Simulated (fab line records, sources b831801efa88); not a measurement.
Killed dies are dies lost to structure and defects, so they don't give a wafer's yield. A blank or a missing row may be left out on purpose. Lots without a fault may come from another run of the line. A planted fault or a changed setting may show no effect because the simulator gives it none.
Which tool did it? | flow gf180mcu | 14 lots, 42 wafers sampled, at 3 steps of a route of 602

WHAT THE GAUGES READ, wafer by wafer
GF_V5_THK_MEAS_25: measures by xrf.
lot  | measured     | on            | V5_W_THK (nm)
L114 | day 27 07:13 | film_metro-04 | 354 354 353
L115 | day 27 22:01 | film_metro-04 | 357 357 360
L117 | day 28 06:46 | film_metro-04 | 355 352 356
L119 | day 28 21:45 | film_metro-03 | 355 348 349
L120 | day 29 13:35 | film_metro-03 | 337 352 340
L122 | day 30 08:20 | film_metro-02 | 343 351 344
L130 | day 32 07:08 | film_metro-03 | 342 344 345
L132 | day 32 23:43 | film_metro-03 | 342 341 340
L131 | day 33 00:27 | film_metro-02 | 348 350 346
L133 | day 33 01:25 | film_metro-02 | 344 347 350
L134 | day 33 07:02 | film_metro-02 | 347 349 346
L135 | day 33 13:22 | film_metro-04 | 347 352 349
L136 | day 33 19:26 | film_metro-04 | 349 349 351
L137 | day 33 20:55 | film_metro-02 | 353 357 347

GF_TOP_METAL_RS_MEAS_05: measures by four-point-probe.
lot  | measured     | on            | TOP_METAL_ALCU_RS (ohm/sq)
L114 | day 27 07:48 | film_metro-01 | 0.0333 0.0330 0.0332
L115 | day 27 22:36 | film_metro-04 | 0.0322 0.0324 0.0323
L117 | day 28 07:21 | film_metro-01 | 0.0322 0.0325 0.0325
L119 | day 28 22:23 | film_metro-04 | 0.0325 0.0327 0.0326
L120 | day 29 14:11 | film_metro-04 | 0.0326 0.0325 0.0323
L122 | day 30 12:30 | film_metro-04 | 0.0327 0.0329 0.0333
L130 | day 32 08:52 | film_metro-01 | 0.0327 0.0326 0.0328
L132 | day 33 00:19 | film_metro-04 | 0.0332 0.0325 0.0324
L131 | day 33 01:02 | film_metro-01 | 0.0330 0.0327 0.0332
L133 | day 33 01:59 | film_metro-02 | 0.0335 0.0333 0.0331
L134 | day 33 07:50 | film_metro-04 | 0.0330 0.0326 0.0329
L135 | day 33 13:58 | film_metro-02 | 0.0327 0.0327 0.0328
L136 | day 33 20:04 | film_metro-02 | 0.0328 0.0328 0.0327
L137 | day 33 21:29 | film_metro-02 | 0.0329 0.0326 0.0329

WHICH TOOL RAN EACH LOT (tool, then ch and the chambers of the sampled wafers, then the start)
lot  | GF_TOP_METAL_SPUTTER_04
L114 | pvd_sputter-03, day 27 07:46
L115 | pvd_sputter-03, day 27 22:34
L117 | pvd_sputter-03, day 28 07:20
L119 | pvd_sputter-03, day 28 22:20
L120 | pvd_sputter-03, day 29 14:07
L122 | pvd_sputter-02, day 30 12:28
L130 | pvd_sputter-03, day 32 08:49
L132 | pvd_sputter-02, day 33 00:16
L131 | pvd_sputter-04, day 33 01:00
L133 | pvd_sputter-02, day 33 01:58
L134 | pvd_sputter-04, day 33 07:47
L135 | pvd_sputter-03, day 33 13:55
L136 | pvd_sputter-02, day 33 19:59
L137 | pvd_sputter-04, day 33 21:28
- GF_TOP_METAL_SPUTTER_04: material TiN, target thk 25 nm, time 20.8 s.

WHAT THE TOOLS THEMSELVES READ (means of the sampled wafers that have a number; where no wafer has one, the mark that the record gives instead)
GF_TOP_METAL_SPUTTER_04.
lot  | tool           | chamber_pressure_pa (Pa) | throttle_valve_pct (%)
L114 | pvd_sputter-03 | 0.4001                   | 31.4
L115 | pvd_sputter-03 | 0.3990                   | 30.9
L117 | pvd_sputter-03 | 0.4004                   | 29.9
L119 | pvd_sputter-03 | 0.3993                   | 30.8
L120 | pvd_sputter-03 | 0.4003                   | 30.7
L122 | pvd_sputter-02 | 0.4002                   | 30.1
L130 | pvd_sputter-03 | 0.3999                   | 30.8
L132 | pvd_sputter-02 | 0.4011                   | 29.3
L131 | pvd_sputter-04 | 0.3996                   | 30.8
L133 | pvd_sputter-02 | 0.3999                   | 29.3
L134 | pvd_sputter-04 | 0.4004                   | 31.5
L135 | pvd_sputter-03 | 0.4005                   | 30.0
L136 | pvd_sputter-02 | 0.4010                   | 30.5
L137 | pvd_sputter-04 | 0.4004                   | 29.4

THE ANSWER, worked out from the rows above alone
Rule: what is usual is taken from the lots themselves. Put in order of their means at a reading, lots are off if they are a third of the lots or fewer, leave a main group of 4 or more, and stand apart from it by a gap of 3 or more times the standard deviation of the main group's means; of several such gaps the widest counts. A main group whose means are all the same, to the digits that the tables above print for the reading, isn't used. A lot without any number at a reading at which 4 lots or more have one is off too. The other lots that the step has rows for count as sound. The gauges are gone through in route order, then the tools' own readings, and for those a lot's mean is taken as printed above. The first step at which some lot is off is used, and at that step the reading that is off furthest; a lot without a number counts as furthest.
No lot is off at any reading shown: from this, nothing can be told.

WHAT THE SIMULATOR HAD PUT IN
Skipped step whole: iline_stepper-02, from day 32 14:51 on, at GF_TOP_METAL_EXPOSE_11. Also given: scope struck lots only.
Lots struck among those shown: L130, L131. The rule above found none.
